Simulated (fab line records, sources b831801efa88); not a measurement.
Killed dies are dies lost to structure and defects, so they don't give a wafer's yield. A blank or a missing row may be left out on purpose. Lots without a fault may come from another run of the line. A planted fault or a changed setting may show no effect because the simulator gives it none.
One fault seen from 2 desks | flow gf180mcu | each desk has only its own numbers; what lay behind them comes last

THE TOOL OWNER'S DESK: litho_track-02
The tool's own readings at GF_HV_LDD_DEVELOP_06 (develop time 60 s): means of the sampled wafers that have a number, for each lot that ran on this tool. A lot is out of limits, marked OUT, if its mean lies more than 4 standard deviations from the usual mean; the brackets give that distance.
Columns: A = developer_temp_C at GF_HV_LDD_DEVELOP_06, usual 22.98 C
lot  | first seen here | A
L559 | day 10 13:36    | 22.95
L560 | day 11 04:28    | 22.96
L566 | day 13 00:12    | 23.06
L564 | day 13 00:30    | 23.00
L567 | day 13 17:06    | 22.87
L573 | day 15 00:18    | 23.11
L575 | day 15 08:58    | 23.07
This desk's finding: nothing out of limits on any of the 7 lots.

THE METROLOGY DESK
What the gauges read, lot by lot, whatever tool the lot ran on: means of the sampled wafers that have a number. A lot is out of limits, marked OUT, if its mean lies more than 4 standard deviations from the usual mean; the brackets give that distance.
Columns: A = POLY_GATE_CVD_00_THK at GF_POLY_GATE_THK_MEAS_01, usual 199.7 nm; B = cd_nm at GF_HV_LDD_CD_MEAS_07, usual 400.3 nm
lot  | first seen here | A     | B
L557 | day 8 11:24     | 200.5 | 398.7
L558 | day 8 18:04     | 198.7 | 400.7
L559 | day 9 00:59     | 199.9 | 398.8
L560 | day 9 14:46     | 200.1 | 403.0
L563 | day 10 12:15    | 198.6 | 396.8
L564 | day 10 19:10    | 199.0 | 402.0
L565 | day 10 19:10    | 202.0 | 402.1
L566 | day 11 06:56    | 198.2 | 403.4
L567 | day 12 03:04    | 201.8 | 399.8
L573 | day 13 05:59    | 198.5 | 197.9 (-88) OUT
L575 | day 13 12:29    | 197.5 | 191.4 (-91) OUT
L576 | day 13 16:17    | 201.0 | 400.1
L577 | day 13 18:57    | 199.7 | 398.1
L578 | day 14 06:48    | 202.1 | 399.8
This desk's finding: out of limits on L573, L575; first on L573, day 15 00:26 (cd_nm at GF_HV_LDD_CD_MEAS_07). In limits: L557, L558, L559, L560, L563, L564, L565, L566, L567, L576, L577, L578.

PUT TOGETHER
The metrology desk could have raised an alarm at day 15 00:26, on L573, L575.
The tool owner's desk saw nothing out of limits.
The tool owner's desk has L573, L575 on record, within its limits.
Of the lots named, all ran GF_HV_LDD_DEVELOP_06 on litho_track-02.

WHAT THE SIMULATOR HAD PUT IN
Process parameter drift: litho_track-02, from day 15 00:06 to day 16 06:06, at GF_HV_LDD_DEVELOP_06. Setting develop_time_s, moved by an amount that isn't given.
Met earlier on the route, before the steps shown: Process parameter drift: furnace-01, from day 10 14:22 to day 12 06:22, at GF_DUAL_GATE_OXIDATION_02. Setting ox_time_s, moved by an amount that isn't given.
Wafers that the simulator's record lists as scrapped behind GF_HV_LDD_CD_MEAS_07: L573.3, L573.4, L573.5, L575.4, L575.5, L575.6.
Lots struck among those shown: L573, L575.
Hours from the fault's start to each desk's first reading out of limits: the metrology desk, 0.
